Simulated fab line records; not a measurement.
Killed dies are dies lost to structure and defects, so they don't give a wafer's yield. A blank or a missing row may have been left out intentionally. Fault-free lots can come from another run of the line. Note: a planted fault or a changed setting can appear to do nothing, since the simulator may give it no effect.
Which tool did it? || flow gf180mcu || 12 lots with 36 wafers sampled at 6 steps, on a route of 602 steps

WHAT THE GAUGES SHOWED, per wafer
GF_V2_THK_MEAS_03. Usual: V2_CVD_02_THK gives 852 nm (standard deviation 12).
{"lot": "L653", "measured": "day 19 05:27", "on": "film_metro-02", "V2_CVD_02_THK (nm)": "871 878 870", "flag": ""}
{"lot": "L654", "measured": "day 20 02:46", "on": "film_metro-02", "V2_CVD_02_THK (nm)": "846 843 856", "flag": ""}
{"lot": "L657", "measured": "day 21 07:38", "on": "film_metro-04", "V2_CVD_02_THK (nm)": "852 842 865", "flag": ""}
{"lot": "L660", "measured": "day 22 10:47", "on": "film_metro-02", "V2_CVD_02_THK (nm)": "845 854 853", "flag": ""}
{"lot": "L661", "measured": "day 22 19:23", "on": "film_metro-03", "V2_CVD_02_THK (nm)": "849 850 854", "flag": ""}
{"lot": "L664", "measured": "day 23 16:16", "on": "film_metro-03", "V2_CVD_02_THK (nm)": "846 859 857", "flag": ""}
{"lot": "L668", "measured": "day 25 01:17", "on": "film_metro-03", "V2_CVD_02_THK (nm)": "695 704 713", "flag": "OFF"}
{"lot": "L670", "measured": "day 25 15:31", "on": "film_metro-04", "V2_CVD_02_THK (nm)": "693 689 697", "flag": "OFF"}
{"lot": "L671", "measured": "day 25 23:58", "on": "film_metro-02", "V2_CVD_02_THK (nm)": "853 844 853", "flag": ""}
{"lot": "L673", "measured": "day 26 16:04", "on": "film_metro-02", "V2_CVD_02_THK (nm)": "854 876 866", "flag": ""}
{"lot": "L674", "measured": "day 26 22:04", "on": "film_metro-04", "V2_CVD_02_THK (nm)": "858 865 859", "flag": ""}
{"lot": "L675", "measured": "day 27 08:43", "on": "film_metro-03", "V2_CVD_02_THK (nm)": "844 840 855", "flag": ""}

GF_M4_CD_MEAS_14: target cd 280 nm. Usual: cd_nm at 280.3 nm, with a standard deviation of 1.3.
{"lot": "L653", "measured": "day 23 10:51", "on": "cd_sem-01", "cd_nm (nm)": "281.0 280.6 281.4", "flag": ""}
{"lot": "L654", "measured": "day 24 04:01", "on": "cd_sem-01", "cd_nm (nm)": "279.7 278.8 279.8", "flag": ""}
{"lot": "L657", "measured": "day 25 07:19", "on": "cd_sem-02", "cd_nm (nm)": "278.5 278.2 280.0", "flag": ""}
{"lot": "L660", "measured": "day 26 07:46", "on": "cd_sem-01", "cd_nm (nm)": "279.4 280.3 279.3", "flag": ""}
{"lot": "L661", "measured": "day 26 16:30", "on": "cd_sem-02", "cd_nm (nm)": "279.9 280.7 279.6", "flag": ""}
{"lot": "L664", "measured": "day 27 12:30", "on": "cd_sem-02", "cd_nm (nm)": "279.8 279.7 280.0", "flag": ""}
{"lot": "L668", "measured": "day 28 16:35", "on": "cd_sem-01", "cd_nm (nm)": "279.8 279.6 279.0", "flag": ""}
{"lot": "L670", "measured": "day 29 04:35", "on": "cd_sem-02", "cd_nm (nm)": "281.1 282.9 283.1", "flag": ""}
{"lot": "L671", "measured": "day 29 12:53", "on": "cd_sem-02", "cd_nm (nm)": "278.6 279.9 279.6", "flag": ""}
{"lot": "L673", "measured": "day 30 04:12", "on": "cd_sem-02", "cd_nm (nm)": "279.9 278.7 278.0", "flag": ""}
{"lot": "L674", "measured": "day 30 08:40", "on": "cd_sem-02", "cd_nm (nm)": "280.4 280.5 279.4", "flag": ""}
{"lot": "L675", "measured": "day 30 18:38", "on": "cd_sem-01", "cd_nm (nm)": "281.9 282.3 281.2", "flag": ""}

WHICH TOOL RAN EACH LOT (tool, then ch and the chambers of the sampled wafers, then the start)
{"lot": "L653", "GF_HV_LDD_STRIP_10": "plasma_asher-03 ch 0,1, day 10 02:45", "GF_V2_CVD_02": "pecvd-02 ch 0,1,2, day 19 05:22", "GF_V2_ETCH_17": "rie_diel-03 ch 0,1,3, day 22 10:38 or earlier", "GF_V3_SPUTTER_22": "pvd_sputter-03, day 22 10:38"}
{"lot": "L654", "GF_HV_LDD_STRIP_10": "plasma_asher-03 ch 0,1, day 10 17:25", "GF_V2_CVD_02": "pecvd-01 ch 0,1,2, day 20 02:41", "GF_V2_ETCH_17": "rie_diel-04 ch 0,2, day 23 05:27 or earlier", "GF_V3_SPUTTER_22": "pvd_sputter-03, day 23 05:27"}
{"lot": "L657", "GF_HV_LDD_STRIP_10": "plasma_asher-01 ch 0,1, day 11 19:19", "GF_V2_CVD_02": "pecvd-04 ch 0,2, day 21 07:34", "GF_V2_ETCH_17": "rie_diel-03 ch 1,3, day 24 08:49 or earlier", "GF_V3_SPUTTER_22": "pvd_sputter-03, day 24 08:49"}
{"lot": "L660", "GF_HV_LDD_STRIP_10": "plasma_asher-03 ch 0,1, day 12 15:14", "GF_V2_CVD_02": "pecvd-04 ch 0,1, day 22 10:42", "GF_V2_ETCH_17": "rie_diel-04 ch 0,3, day 25 09:22 or earlier", "GF_V3_SPUTTER_22": "pvd_sputter-04, day 25 09:22"}
{"lot": "L661", "GF_HV_LDD_STRIP_10": "plasma_asher-03 ch 0,1, day 12 20:01", "GF_V2_CVD_02": "pecvd-02 ch 0,1, day 22 19:18", "GF_V2_ETCH_17": "rie_diel-04 ch 0,1,3, day 25 19:08 or earlier", "GF_V3_SPUTTER_22": "pvd_sputter-04, day 25 19:08"}
{"lot": "L664", "GF_HV_LDD_STRIP_10": "plasma_asher-03 ch 0,1, day 13 15:46", "GF_V2_CVD_02": "pecvd-02 ch 0,1, day 23 16:11", "GF_V2_ETCH_17": "rie_diel-04 ch 1,3, day 26 15:56 or earlier", "GF_V3_SPUTTER_22": "pvd_sputter-03, day 26 15:56"}
{"lot": "L668", "GF_HV_LDD_STRIP_10": "plasma_asher-02 ch 0,1, day 15 00:05", "GF_V2_CVD_02": "pecvd-02 ch 0,2, day 25 01:11", "GF_V2_ETCH_17": "rie_diel-04 ch 0,1, day 27 19:54 or earlier", "GF_V3_SPUTTER_22": "pvd_sputter-01, day 27 19:54"}
{"lot": "L670", "GF_HV_LDD_STRIP_10": "plasma_asher-01 ch 0,1, day 15 13:38", "GF_V2_CVD_02": "pecvd-02 ch 0,1,2, day 25 15:26", "GF_V2_ETCH_17": "rie_diel-03 ch 1,2,3, day 28 08:49 or earlier", "GF_V3_SPUTTER_22": "pvd_sputter-03, day 28 08:49"}
{"lot": "L671", "GF_HV_LDD_STRIP_10": "plasma_asher-03 ch 0,1, day 15 21:54", "GF_V2_CVD_02": "pecvd-04 ch 0,2, day 25 23:53", "GF_V2_ETCH_17": "rie_diel-04 ch 0,1,2, day 28 17:25 or earlier", "GF_V3_SPUTTER_22": "pvd_sputter-01, day 28 17:25"}
{"lot": "L673", "GF_HV_LDD_STRIP_10": "plasma_asher-03 ch 0,1, day 16 14:30", "GF_V2_CVD_02": "pecvd-01 ch 1,2, day 26 15:59", "GF_V2_ETCH_17": "rie_diel-03 ch 0,2, day 29 08:22 or earlier", "GF_V3_SPUTTER_22": "pvd_sputter-03, day 29 08:22"}
{"lot": "L674", "GF_HV_LDD_STRIP_10": "plasma_asher-03 ch 0,1, day 16 21:47", "GF_V2_CVD_02": "pecvd-01 ch 0,1, day 26 21:57", "GF_V2_ETCH_17": "rie_diel-04 ch 0,1,3, day 29 13:01 or earlier", "GF_V3_SPUTTER_22": "pvd_sputter-03, day 29 13:01"}
{"lot": "L675", "GF_HV_LDD_STRIP_10": "plasma_asher-01 ch 0,1, day 17 07:52", "GF_V2_CVD_02": "pecvd-01 ch 0,1, day 27 08:38", "GF_V2_ETCH_17": "rie_diel-03 ch 1,2,3, day 29 23:04 or earlier", "GF_V3_SPUTTER_22": "pvd_sputter-04, day 29 23:04"}
- GF_HV_LDD_STRIP_10: strips in O2/N2.
- GF_V2_CVD_02: deposits SiO2 from TEOS, target thk 850 nm, time 94.851 s.
- GF_V2_ETCH_17: etches SiO2 in C4F8/O2/Ar, stops on TiN, target depth 630 nm.
- GF_V3_SPUTTER_22: material TiN, target thk 10 nm, time 38.58 s.

AS READ BY THE TOOLS THEMSELVES (means over the sampled wafers that have a number; for cases with no such wafer, the mark the record gives instead)
GF_HV_LDD_STRIP_10. Usual: drypump_motor_current_A 5.8 A, standard deviation 0.62; heater_power_w 308 W, standard deviation 22; oes_product_au 0.716 a.u., standard deviation 0.0046; strip_time_to_endpoint_s 12.65 s, standard deviation 0.044.
{"lot": "L653", "tool": "plasma_asher-03", "drypump_motor_current_A (A)": 6.0, "heater_power_w (W)": 293, "oes_product_au (a.u.)": 0.719, "strip_time_to_endpoint_s (s)": 12.63, "flag": ""}
{"lot": "L654", "tool": "plasma_asher-03", "drypump_motor_current_A (A)": 6.0, "heater_power_w (W)": 299, "oes_product_au (a.u.)": 0.715, "strip_time_to_endpoint_s (s)": 12.63, "flag": ""}
{"lot": "L657", "tool": "plasma_asher-01", "drypump_motor_current_A (A)": 5.7, "heater_power_w (W)": 332, "oes_product_au (a.u.)": 0.712, "strip_time_to_endpoint_s (s)": 12.68, "flag": ""}
{"lot": "L660", "tool": "plasma_asher-03", "drypump_motor_current_A (A)": 5.4, "heater_power_w (W)": 283, "oes_product_au (a.u.)": 0.718, "strip_time_to_endpoint_s (s)": 12.71, "flag": ""}
{"lot": "L661", "tool": "plasma_asher-03", "drypump_motor_current_A (A)": 5.4, "heater_power_w (W)": 287, "oes_product_au (a.u.)": 0.720, "strip_time_to_endpoint_s (s)": 12.63, "flag": ""}
{"lot": "L664", "tool": "plasma_asher-03", "drypump_motor_current_A (A)": 5.4, "heater_power_w (W)": 288, "oes_product_au (a.u.)": 0.712, "strip_time_to_endpoint_s (s)": 12.65, "flag": ""}
{"lot": "L668", "tool": "plasma_asher-02", "drypump_motor_current_A (A)": 6.1, "heater_power_w (W)": 303, "oes_product_au (a.u.)": 0.711, "strip_time_to_endpoint_s (s)": 12.62, "flag": ""}
{"lot": "L670", "tool": "plasma_asher-01", "drypump_motor_current_A (A)": 5.7, "heater_power_w (W)": 333, "oes_product_au (a.u.)": 0.714, "strip_time_to_endpoint_s (s)": 12.58, "flag": ""}
{"lot": "L671", "tool": "plasma_asher-03", "drypump_motor_current_A (A)": 5.4, "heater_power_w (W)": 288, "oes_product_au (a.u.)": 0.712, "strip_time_to_endpoint_s (s)": 12.58, "flag": ""}
{"lot": "L673", "tool": "plasma_asher-03", "drypump_motor_current_A (A)": 5.4, "heater_power_w (W)": 284, "oes_product_au (a.u.)": 0.717, "strip_time_to_endpoint_s (s)": 12.65, "flag": ""}
{"lot": "L674", "tool": "plasma_asher-03", "drypump_motor_current_A (A)": 5.4, "heater_power_w (W)": 293, "oes_product_au (a.u.)": 0.718, "strip_time_to_endpoint_s (s)": 12.64, "flag": ""}
{"lot": "L675", "tool": "plasma_asher-01", "drypump_motor_current_A (A)": 5.8, "heater_power_w (W)": 328, "oes_product_au (a.u.)": 0.714, "strip_time_to_endpoint_s (s)": 12.62, "flag": ""}

GF_V2_CVD_02. Usual: heater_power_w at 699 W, with a standard deviation of 89.
{"lot": "L653", "tool": "pecvd-02", "heater_power_w (W)": 703, "flag": ""}
{"lot": "L654", "tool": "pecvd-01", "heater_power_w (W)": 765, "flag": ""}
{"lot": "L657", "tool": "pecvd-04", "heater_power_w (W)": 735, "flag": ""}
{"lot": "L660", "tool": "pecvd-04", "heater_power_w (W)": 665, "flag": ""}
{"lot": "L661", "tool": "pecvd-02", "heater_power_w (W)": 661, "flag": ""}
{"lot": "L664", "tool": "pecvd-02", "heater_power_w (W)": 704, "flag": ""}
{"lot": "L668", "tool": "pecvd-02", "heater_power_w (W)": 716, "flag": ""}
{"lot": "L670", "tool": "pecvd-02", "heater_power_w (W)": 707, "flag": ""}
{"lot": "L671", "tool": "pecvd-04", "heater_power_w (W)": 729, "flag": ""}
{"lot": "L673", "tool": "pecvd-01", "heater_power_w (W)": 684, "flag": ""}
{"lot": "L674", "tool": "pecvd-01", "heater_power_w (W)": 665, "flag": ""}
{"lot": "L675", "tool": "pecvd-01", "heater_power_w (W)": 700, "flag": ""}

GF_V2_ETCH_17. Usual: oes_product_au at 0.857 a.u., with a standard deviation of 0.0039.
{"lot": "L653", "tool": "rie_diel-03", "oes_product_au (a.u.)": 0.855, "flag": ""}
{"lot": "L654", "tool": "rie_diel-04", "oes_product_au (a.u.)": 0.855, "flag": ""}
{"lot": "L657", "tool": "rie_diel-03", "oes_product_au (a.u.)": 0.855, "flag": ""}
{"lot": "L660", "tool": "rie_diel-04", "oes_product_au (a.u.)": 0.863, "flag": ""}
{"lot": "L661", "tool": "rie_diel-04", "oes_product_au (a.u.)": 0.859, "flag": ""}
{"lot": "L664", "tool": "rie_diel-04", "oes_product_au (a.u.)": 0.861, "flag": ""}
{"lot": "L668", "tool": "rie_diel-04", "oes_product_au (a.u.)": 0.745, "flag": "OFF"}
{"lot": "L670", "tool": "rie_diel-03", "oes_product_au (a.u.)": 0.745, "flag": "OFF"}
{"lot": "L671", "tool": "rie_diel-04", "oes_product_au (a.u.)": 0.860, "flag": ""}
{"lot": "L673", "tool": "rie_diel-03", "oes_product_au (a.u.)": 0.855, "flag": ""}
{"lot": "L674", "tool": "rie_diel-04", "oes_product_au (a.u.)": 0.858, "flag": ""}
{"lot": "L675", "tool": "rie_diel-03", "oes_product_au (a.u.)": 0.854, "flag": ""}

GF_V3_SPUTTER_22. Usual: throttle_valve_pct at 30.3 %, with a standard deviation of 1.1.
{"lot": "L653", "tool": "pvd_sputter-03", "throttle_valve_pct (%)": 31.7, "flag": ""}
{"lot": "L654", "tool": "pvd_sputter-03", "throttle_valve_pct (%)": 30.7, "flag": ""}
{"lot": "L657", "tool": "pvd_sputter-03", "throttle_valve_pct (%)": 30.0, "flag": ""}
{"lot": "L660", "tool": "pvd_sputter-04", "throttle_valve_pct (%)": 30.2, "flag": ""}
{"lot": "L661", "tool": "pvd_sputter-04", "throttle_valve_pct (%)": 29.7, "flag": ""}
{"lot": "L664", "tool": "pvd_sputter-03", "throttle_valve_pct (%)": 31.1, "flag": ""}
{"lot": "L668", "tool": "pvd_sputter-01", "throttle_valve_pct (%)": 29.7, "flag": ""}
{"lot": "L670", "tool": "pvd_sputter-03", "throttle_valve_pct (%)": 30.5, "flag": ""}
{"lot": "L671", "tool": "pvd_sputter-01", "throttle_valve_pct (%)": 29.7, "flag": ""}
{"lot": "L673", "tool": "pvd_sputter-03", "throttle_valve_pct (%)": 30.9, "flag": ""}
{"lot": "L674", "tool": "pvd_sputter-03", "throttle_valve_pct (%)": 30.7, "flag": ""}
{"lot": "L675", "tool": "pvd_sputter-04", "throttle_valve_pct (%)": 29.2, "flag": ""}

THE ANSWER, worked out from the rows above alone
Rule: a lot counts as off when the mean over its wafers that have a number is more than 3 standard deviations away from the usual mean. Also off: a lot with no number at a reading for which 4 or more lots have one. All remaining lots with rows at the step are treated as sound. After the gauges, taken in route order, come the tools' own readings; for these a lot's mean is taken, as printed above. At the first step where some lot is off, the reading lying furthest off is the one used; lots without a number count as furthest.
Off: L668, L670, at GF_V2_THK_MEAS_03 (V2_CVD_02_THK).
A tool fits if, at a process step before that reading, it ran every lot that is off, and no sound lot after the first of them. Not tried: the gauges at GF_V2_THK_MEAS_03; whatever is off there is also off at GF_V2_ETCH_17, on other tools, and gauge error can't account for it. One fits: pecvd-02 at GF_V2_CVD_02. Its last sound lot is L664 (day 23 16:11), its first lot that is off L668 (day 25 01:11): a fault that began between those two fits.

WHAT THE SIMULATOR HAD INSERTED
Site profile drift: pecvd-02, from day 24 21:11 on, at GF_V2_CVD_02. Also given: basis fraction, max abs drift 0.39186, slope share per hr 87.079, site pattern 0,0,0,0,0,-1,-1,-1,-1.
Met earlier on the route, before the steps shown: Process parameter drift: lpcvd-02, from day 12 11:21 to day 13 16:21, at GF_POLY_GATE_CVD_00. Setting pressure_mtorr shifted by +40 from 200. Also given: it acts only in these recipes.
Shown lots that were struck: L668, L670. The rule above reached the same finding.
